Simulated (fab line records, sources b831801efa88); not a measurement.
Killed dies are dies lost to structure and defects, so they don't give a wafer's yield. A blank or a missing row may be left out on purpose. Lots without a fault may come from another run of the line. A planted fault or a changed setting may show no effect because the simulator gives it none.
One fault seen from 2 desks | flow gf180mcu | each desk has only its own numbers; what lay behind them comes last

THE METROLOGY DESK
What the gauges read, lot by lot, whatever tool the lot ran on: means of the sampled wafers that have a number. A lot is out of limits, marked OUT, if its mean lies more than 4 standard deviations from the usual mean; the brackets give that distance.
Columns: A = PSD_TW at GF_PSD_TW_MEAS_11, usual 3203; B = SAB_CVD_00_THK at GF_SAB_THK_MEAS_01, usual 49.7 nm; C = SAB_OVL at GF_SAB_OVL_MEAS_10, usual -0.2 nm; D = V2_W_RS at GF_V2_RS_MEAS_24, usual 0.327 ohm/sq; E = V2_W_THK at GF_V2_THK_MEAS_25, usual 364 nm
lot  | first seen here | A    | B    | C    | D     | E
L202 | day 14 07:14    | 3227 | 49.9 | 0.5  | 0.322 | 374
L203 | day 14 12:43    | 3233 | 49.3 | -0.1 | 0.335 | 358
L204 | day 14 15:48    | 3162 | 50.5 | -0.0 | 0.326 | 370
L206 | day 15 09:01    | 3184 | 49.1 | -1.0 | 0.325 | 362
L207 | day 15 23:01    | 3200 | 50.1 | 0.4  | 0.320 | 371
L208 | day 16 08:35    | 3197 | 49.0 | 0.4  | 0.312 | 379
L209 | day 16 17:37    | 3201 | 50.3 | -1.4 | 0.316 | 370
L220 | day 20 13:46    | 3227 | 49.5 | 0.5  | 0.328 | 363
L221 | day 20 23:55    | 3217 | 49.4 | 0.1  | 0.324 | 365
L222 | day 21 05:20    | 3195 | 50.0 | -0.7 | 0.322 | 379
L224 | day 22 12:41    | 3208 | 49.6 | -0.5 | 0.329 | 370
L225 | day 22 14:11    | 3200 | 51.1 | -1.2 | 0.326 | 360
This desk's finding: nothing out of limits on any of the 12 lots.

THE TOOL OWNER'S DESK: cvd_w-02
The tool's own readings at GF_V2_CVD_23 (deposits W, target thk 350 nm, time 104.94 s): means of the sampled wafers that have a number, for each lot that ran on this tool. A lot is out of limits, marked OUT, if its mean lies more than 4 standard deviations from the usual mean; the brackets give that distance.
Columns: A = chamber_pressure_Torr at GF_V2_CVD_23, usual 40.00 Torr; B = heater_power_outer_w at GF_V2_CVD_23, usual 495 W; C = heater_power_w at GF_V2_CVD_23, usual 818 W
lot  | first seen here | A               | B   | C
L202 | day 20 08:41    | 40.02           | 525 | 884
L204 | day 20 18:08    | 39.95           | 534 | 857
L206 | day 21 13:01    | 39.96           | 528 | 856
L207 | day 22 04:04    | 39.98           | 520 | 833
L208 | day 22 15:23    | 43.68 (+39) OUT | 529 | 852
L209 | day 22 22:52    | 41.82 (+19) OUT | 521 | 822
L220 | day 26 13:37    | 39.94           | 533 | 855
L221 | day 26 22:23    | 40.04           | 538 | 862
L222 | day 27 02:09    | 40.12           | 516 | 859
L225 | day 28 06:43    | 39.94           | 523 | 835
This desk's finding: out of limits on L208, L209; first on L208, day 22 15:23 (chamber_pressure_Torr at GF_V2_CVD_23). In limits: L202, L204, L206, L207, L220, L221, L222, L225.

PUT TOGETHER
The tool owner's desk could have raised an alarm at day 22 15:23, on L208, L209.
The metrology desk saw nothing out of limits.
The metrology desk has L208, L209 on record, within its limits.
Of the lots named, all ran GF_V2_CVD_23 on cvd_w-02.

WHAT THE SIMULATOR HAD PUT IN
Process parameter drift: cvd_w-02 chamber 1, from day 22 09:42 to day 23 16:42, at GF_V2_CVD_23. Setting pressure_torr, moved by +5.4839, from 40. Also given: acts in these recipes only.
Lots struck among those shown: L208, L209.
Hours from the fault's start to each desk's first reading out of limits: the tool owner's desk, 6.
